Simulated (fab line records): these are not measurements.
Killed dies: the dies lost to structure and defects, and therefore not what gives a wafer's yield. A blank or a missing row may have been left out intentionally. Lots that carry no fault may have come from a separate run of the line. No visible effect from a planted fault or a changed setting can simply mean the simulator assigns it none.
fab line records | flow sfq-line
record lots=6 | wafers=18 | last-day=91
route steps=325 shown INCOMING@1 L0@3
lots with no fault: from the same line, run without faults
start-h: hours from the record's opening day to when the first of the lot's shown wafers began | wait-h: how many hours have passed since the lot's step before this one | " as in the row above | L1.1+2: a row that stands for several wafers | - no value, or no start given | * or withheld: withheld | < > ~ a bound
route shown NAME@n: names a module that has steps shown in the file, with the first one's number in the route | usual: mean/standard deviation taken from wafers without a fault | same: alike in all rows | chamber/n: place in a boat | sites: readings site by site | _std_site: their standard deviation | _edge_site: outer sites' mean less inner sites' | radius-mm: how far each site lies from the wafer's centre | mask NAME#n: copy n | behind: the last tool/chamber to shape the wafer | hold: why the lot went on hold/how many hours it stayed there/how the hold came to an end | device: transistor that didn't switch, given as n, p or np | end of line: the same wafers' tests at the end of the route | a step with no rows: only its recipe | killed: at the first sort, the dies lost to defects and structure; wafer yield is something else | map: the dies of a wafer, with x for killed, . for not killed, _ for no die there
set.NAME: the setting that was run; set.NAME@STEP: the one run at that earlier step | model.NAME: the simulator's own value behind a step, which no gauge read
certain route steps with their lots: each step a table, each wafer a row
services: the hour from which a tool's chamber was out of use, counted from the record's first day as start-h (under 0 if before that day), plus the number of hours and why
## steps
# step SFQ_INCOMING_BOW_MEAS_900
# recipe mode=bow
# usual INCOMING_BOW=0/6.1
lot.wafer | tool          | chamber | start-h | wait-h | INCOMING_BOW[um]
L335.2    | film-metro-02 | -       | 20.02   | -      | 6
L335.3    | "             | -       | "       | "      | 1
L335.5    | "             | -       | "       | "      | 7
L343.3    | film-metro-03 | -       | 60.04   | -      | 5
L343.5    | "             | -       | "       | "      | -2
L343.6    | "             | -       | "       | "      | -3
L350.2    | film-metro-01 | -       | 95.02   | -      | -2
L350.3    | "             | -       | "       | "      | 6
L350.5    | "             | -       | "       | "      | -11
L351.3    | film-metro-02 | -       | 100.04  | -      | -2
L351.5    | "             | -       | "       | "      | 1
L351.6    | "             | -       | "       | "      | 3
L353.1    | film-metro-01 | -       | 110.00  | -      | -4
L353.3    | "             | -       | "       | "      | 3
L353.5    | "             | -       | "       | "      | -2
L356.1    | film-metro-02 | -       | 125.00  | -      | -3
L356.4    | "             | -       | "       | "      | 5
L356.6    | "             | -       | "       | "      | 10
# step SFQ_TRILAYER_INCOMING_OXIDATION_002
# recipe temp-c=1000 | ambient=H2O | target-thk-a=5000 | p-h2o-torr=720 | ox-time-s=4759
# step SFQ_TRILAYER_L0_DEP_SPUTTER_003
# recipe material=MoNx_KI | base-pressure-pa=1.33e-06 | target-thk-nm=40 | power-w=800 | time-s=100 | chamber-pressure-pa=0.4
# usual base-pressure-pa=1.32e-06/7.9e-08 | cathode-dc-power-W=799.99/0.14 | throttle-valve-pct=30.4/0.86
lot.wafer | tool           | chamber | start-h | wait-h | base-pressure-pa | cathode-dc-power-W | throttle-valve-pct
L335.2    | pvd-sputter-06 | -       | 22.49   | 0.0    | 1.33e-06         | 800.08             | 29.6
L335.3    | "              | -       | "       | "      | 1.32e-06         | 799.99             | 29.7
L335.5    | "              | -       | "       | "      | 1.18e-06         | 799.86             | 29.6
L343.3    | pvd-sputter-04 | -       | 62.49   | 0.0    | 1.36e-06         | 800.04             | 30.9
L343.5    | "              | -       | "       | "      | 1.35e-06         | 800.26             | 31.4
L343.6    | "              | -       | "       | "      | 1.34e-06         | 800.01             | 27.9
L350.2    | pvd-sputter-06 | -       | 97.49   | 0.0    | 1.38e-06         | 799.96             | 31.0
L350.3    | "              | -       | "       | "      | 1.36e-06         | 800.01             | 29.4
L350.5    | "              | -       | "       | "      | 1.29e-06         | 800.01             | 29.8
L351.3    | pvd-sputter-06 | -       | 102.49  | 0.0    | 1.24e-06         | 800.31             | 29.9
L351.5    | "              | -       | "       | "      | 1.28e-06         | 799.91             | 30.0
L351.6    | "              | -       | "       | "      | 1.18e-06         | 799.93             | 30.9
L353.1    | pvd-sputter-06 | -       | 112.49  | 0.0    | 1.34e-06         | 799.90             | 29.8
L353.3    | "              | -       | "       | "      | 1.31e-06         | 800.05             | 29.5
L353.5    | "              | -       | "       | "      | 1.24e-06         | 800.12             | 30.8
L356.1    | pvd-sputter-06 | -       | 127.49  | 0.0    | 1.29e-06         | 800.05             | 29.8
L356.4    | "              | -       | "       | "      | 1.27e-06         | 799.90             | 30.8
L356.6    | "              | -       | "       | "      | 1.39e-06         | 799.93             | 30.9
# step SFQ_L0_RS_MEAS_901
# recipe thk-meas-gauge=four-point-probe | reads=MoNx_KI_of_TRILAYER_L0_DEP_SPUTTER_003
# usual L0_MONX_KI_RS=43.2/0.48
lot.wafer | tool          | chamber | start-h | wait-h | L0_MONX_KI_RS[ohm/sq]
L335.2    | film-metro-02 | -       | 22.58   | 0.1    | 42.8
L335.3    | "             | -       | "       | "      | 43.3
L335.5    | "             | -       | "       | "      | 43.2
L343.3    | film-metro-03 | -       | 62.60   | 0.1    | 43.4
L343.5    | "             | -       | "       | "      | 43.1
L343.6    | "             | -       | "       | "      | 43.6
L350.2    | film-metro-03 | -       | 97.58   | 0.1    | 43.2
L350.3    | "             | -       | "       | "      | 43.8
L350.5    | "             | -       | "       | "      | 43.3
L351.3    | film-metro-03 | -       | 102.60  | 0.1    | 43.2
L351.5    | "             | -       | "       | "      | 43.5
L351.6    | "             | -       | "       | "      | 43.7
L353.1    | film-metro-03 | -       | 112.56  | 0.0    | 44.0
L353.3    | "             | -       | "       | "      | 44.2
L353.5    | "             | -       | "       | "      | 43.9
L356.1    | film-metro-03 | -       | 127.56  | 0.0    | 43.3
L356.4    | "             | -       | "       | "      | 43.4
L356.6    | "             | -       | "       | "      | 43.8
# step SFQ_L0_THK_MEAS_902
# recipe thk-meas-gauge=xrf | reads=MoNx_KI_of_TRILAYER_L0_DEP_SPUTTER_003
# usual L0_MONX_KI_THK=40.1/0.51
lot.wafer | tool          | chamber | start-h | wait-h | L0_MONX_KI_THK[nm]
L335.2    | film-metro-02 | -       | 22.69   | 0.1    | 40.6
L335.3    | "             | -       | "       | "      | 40.1
L335.5    | "             | -       | "       | "      | 40.3
L343.3    | film-metro-03 | -       | 62.70   | 0.1    | 40.0
L343.5    | "             | -       | "       | "      | 39.8
L343.6    | "             | -       | "       | "      | 39.6
L350.2    | film-metro-03 | -       | 97.69   | 0.1    | 39.8
L350.3    | "             | -       | "       | "      | 39.3
L350.5    | "             | -       | "       | "      | 39.6
L351.3    | film-metro-03 | -       | 102.70  | 0.1    | 39.8
L351.5    | "             | -       | "       | "      | 39.6
L351.6    | "             | -       | "       | "      | 39.4
L353.1    | film-metro-03 | -       | 112.68  | 0.1    | 39.1
L353.3    | "             | -       | "       | "      | 39.2
L353.5    | "             | -       | "       | "      | 39.2
L356.1    | film-metro-03 | -       | 127.68  | 0.1    | 40.3
L356.4    | "             | -       | "       | "      | 40.0
L356.6    | "             | -       | "       | "      | 39.8
# step SFQ_TRILAYER_L0_LITHO_COAT_010
# recipe resist=BARC | spin-rpm=3000 | resist-thk-nm=62
lot.wafer | tool           | chamber | start-h | wait-h | model.BARC_of_TRILAYER_L0_LITHO_COAT_010.thk-nm
L335.2    | litho-track-04 | 0       | 22.79   | 0.1    | 61.97
L335.3    | "              | 0       | "       | "      | 61.84
L335.5    | "              | 0       | "       | "      | 61.9
L343.3    | litho-track-03 | 0       | 62.84   | 0.1    | 62.07
L343.5+6  | "              | 0       | "       | "      | 62.18
L350.2    | litho-track-04 | 0       | 97.79   | 0.1    | 63.25
L350.3    | "              | 0       | "       | "      | 63.11
L350.5    | "              | 0       | "       | "      | 63.37
L351.3    | litho-track-04 | 0       | 102.84  | 0.1    | 63.29
L351.5    | "              | 0       | "       | "      | 63.65
L351.6    | "              | 0       | "       | "      | 63.36
L353.1    | litho-track-02 | 0       | 112.74  | 0.1    | 61.94
L353.3    | "              | 0       | "       | "      | 62.1
L353.5    | "              | 0       | "       | "      | 62.09
L356.1    | litho-track-02 | 0       | 127.74  | 0.1    | 61.83
L356.4    | "              | 0       | "       | "      | 61.72
L356.6    | "              | 0       | "       | "      | 61.76
# step SFQ_TRILAYER_L0_LITHO_COAT_005
# recipe resist=KrF | spin-rpm=3000 | resist-thk-nm=600
# step SFQ_TRILAYER_L0_LITHO_SOFTBAKE_009
# recipe temp-c=withheld | time-s=withheld | resist=KrF
# step SFQ_TRILAYER_L0_LITHO_EXPOSE_006
# recipe mask-id=L0 | na=0.6 | source-shape=conventional | sigma-outer=0.65 | target-cd-nm=2000 | dose-mj=14.4
# step SFQ_TRILAYER_L0_LITHO_PEB_008
# recipe peb-temp-c=115 | peb-time-s=60 | resist=KrF
# step SFQ_TRILAYER_L0_LITHO_DEVELOP_007
# recipe time-s=60 | resist=KrF
# step SFQ_TRILAYER_L0_BARC_OPEN_METAL_ETCH_010
# recipe mask-material=PR | chemistry=O2 | target-depth-nm=125 | target=BARC | icp-w=600 | bias-w=80 | pressure-mtorr=10 | time-s=40.12
# usual drypump-motor-current-A=6.0/0.5 | oes-product-au=0.697/0.0051
lot.wafer | tool         | chamber | start-h | wait-h | drypump-motor-current-A | oes-product-au | rf-hours-counter-h | model.etch.depth-nm
L335.2    | rie-metal-02 | 1       | 114.44  | 0.1    | 5.1                     | 0.696          | 180                | 61.97
L335.3    | "            | 0       | "       | "      | 6.3                     | 0.697          | -                  | 61.84
L335.5    | "            | 0       | "       | "      | 6.3                     | 0.693          | -                  | 61.9
L343.3    | rie-metal-02 | 0       | 144.59  | 0.1    | 6.3                     | 0.700          | -                  | 62.07
L343.5    | "            | 0       | "       | "      | 6.3                     | 0.699          | -                  | 62.18
L343.6    | "            | 1       | "       | "      | 5.1                     | 0.703          | -                  | 62.18
L350.2    | rie-metal-04 | 0       | 186.99  | 0.1    | 6.2                     | 0.697          | 24                 | 63.25
L350.3    | "            | 0       | "       | "      | 6.2                     | 0.692          | -                  | 63.11
L350.5    | "            | 1       | "       | "      | 6.2                     | 0.713          | -                  | 63.37
L351.3    | rie-metal-01 | 1       | 191.81  | 0.1    | 6.6                     | 0.705          | -                  | 63.29
L351.5    | "            | 0       | "       | "      | 5.5                     | 0.700          | -                  | 63.65
L351.6    | "            | 1       | "       | "      | 6.6                     | 0.700          | -                  | 63.36
L353.1    | rie-metal-04 | 0       | 208.59  | 0.1    | 6.2                     | 0.710          | 27                 | 61.94
L353.3    | "            | 0       | "       | "      | 6.2                     | 0.697          | -                  | 62.1
L353.5    | "            | 1       | "       | "      | 6.2                     | 0.695          | -                  | 62.09
L356.1    | rie-metal-01 | 0       | 231.64  | 0.1    | 5.5                     | 0.694          | 133                | 61.83
L356.4    | "            | 1       | "       | "      | 6.6                     | 0.703          | -                  | 61.72
L356.6    | "            | 0       | "       | "      | 5.5                     | 0.686          | -                  | 61.76
# step SFQ_TRILAYER_L0_ETCH_METAL_ETCH_008
# recipe target=MoNx_KI | stop-on=SiO2 | mask-material=PR | chemistry=SF6/O2 | target-depth-nm=50 | icp-w=600 | bias-w=80 | pressure-mtorr=10 | time-s=25
# usual drypump-motor-current-A=6.0/0.5 | oes-product-au=0.876/0.007
lot.wafer | tool         | chamber | start-h | wait-h | drypump-motor-current-A | oes-product-au | rf-hours-counter-h
L335.2    | rie-metal-02 | 1       | 114.50  | 0.0    | 5.1                     | 0.882          | 180
L335.3    | "            | 0       | "       | "      | 6.3                     | 0.883          | -
L335.5    | "            | 0       | "       | "      | 6.3                     | 0.869          | -
L343.3    | rie-metal-02 | 0       | 144.64  | 0.0    | 6.3                     | 0.869          | -
L343.5    | "            | 0       | "       | "      | 6.3                     | 0.878          | -
L343.6    | "            | 1       | "       | "      | 5.1                     | 0.872          | -
L350.2    | rie-metal-04 | 0       | 187.05  | 0.0    | 6.2                     | 0.879          | 24
L350.3    | "            | 0       | "       | "      | 6.2                     | 0.873          | -
L350.5    | "            | 1       | "       | "      | 6.2                     | 0.877          | -
L351.3    | rie-metal-01 | 1       | 191.86  | 0.0    | 6.5                     | 0.872          | -
L351.5    | "            | 0       | "       | "      | 5.5                     | 0.875          | -
L351.6    | "            | 1       | "       | "      | 6.6                     | 0.860          | -
L353.1    | rie-metal-04 | 0       | 208.65  | 0.0    | 6.1                     | 0.864          | 27
L353.3    | "            | 0       | "       | "      | 6.2                     | 0.871          | -
L353.5    | "            | 1       | "       | "      | 6.3                     | 0.873          | -
L356.1    | rie-metal-01 | 0       | 231.70  | 0.0    | 5.5                     | 0.867          | 133
L356.4    | "            | 1       | "       | "      | 6.6                     | 0.872          | -
L356.6    | "            | 0       | "       | "      | 5.5                     | 0.873          | -
## services
tool           | chamber | start-h | hours | kind
pvd-sputter-04 | -       | 39.09   | 3.5   | repair
rie-metal-01   | -       | 39.40   | 0.4   | repair
pvd-sputter-06 | -       | 52.23   | 3.9   | repair
pvd-sputter-04 | -       | 55.29   | 4.8   | repair
rie-metal-01   | -       | 55.76   | 1.0   | repair
rie-metal-04   | 0       | 65.64   | 2.4   | repair
pvd-sputter-04 | -       | 65.84   | 5.5   | repair
rie-metal-01   | 1       | 70.16   | -     | clean
rie-metal-01   | 1       | 70.16   | -     | consumable-replace:focus-ring
rie-metal-01   | 1       | 70.16   | 24.1  | scheduled-down
rie-metal-01   | 1       | 70.16   | 24.1  | vent-cycle
rie-metal-02   | -       | 109.59  | 1.4   | pm
pvd-sputter-06 | -       | 148.90  | 0.6   | repair
rie-metal-02   | 1       | 216.35  | -     | clean
rie-metal-02   | 1       | 216.35  | 18.2  | scheduled-down
rie-metal-02   | 1       | 216.35  | 18.2  | vent-cycle
## key
first-sign none at tools or gauges
model-effect step=SFQ_TRILAYER_L0_LITHO_COAT_010 | value=BARC_of_TRILAYER_L0_LITHO_COAT_010.thk-nm | without=61.76 | struck=63.34
model-effect step=SFQ_TRILAYER_L0_BARC_OPEN_METAL_ETCH_010 | value=etch.depth-nm | without=61.76 | struck=63.34
met-at SFQ_TRILAYER_L0_LITHO_COAT_010
struck-wafers L350.2,L350.3,L350.5,L351.3,L351.5,L351.6
onset-between 22.79 97.79
fault kind=process-parameter-drift | tool=litho-track-04 | chamber=- | onset-h=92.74 | steps=SFQ_TRILAYER_L0_LITHO_COAT_010 | channel=resist-thk-nm | offset=1.5784 | shape=step | end-h=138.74 | acts-in=these-recipes-only | stated=62
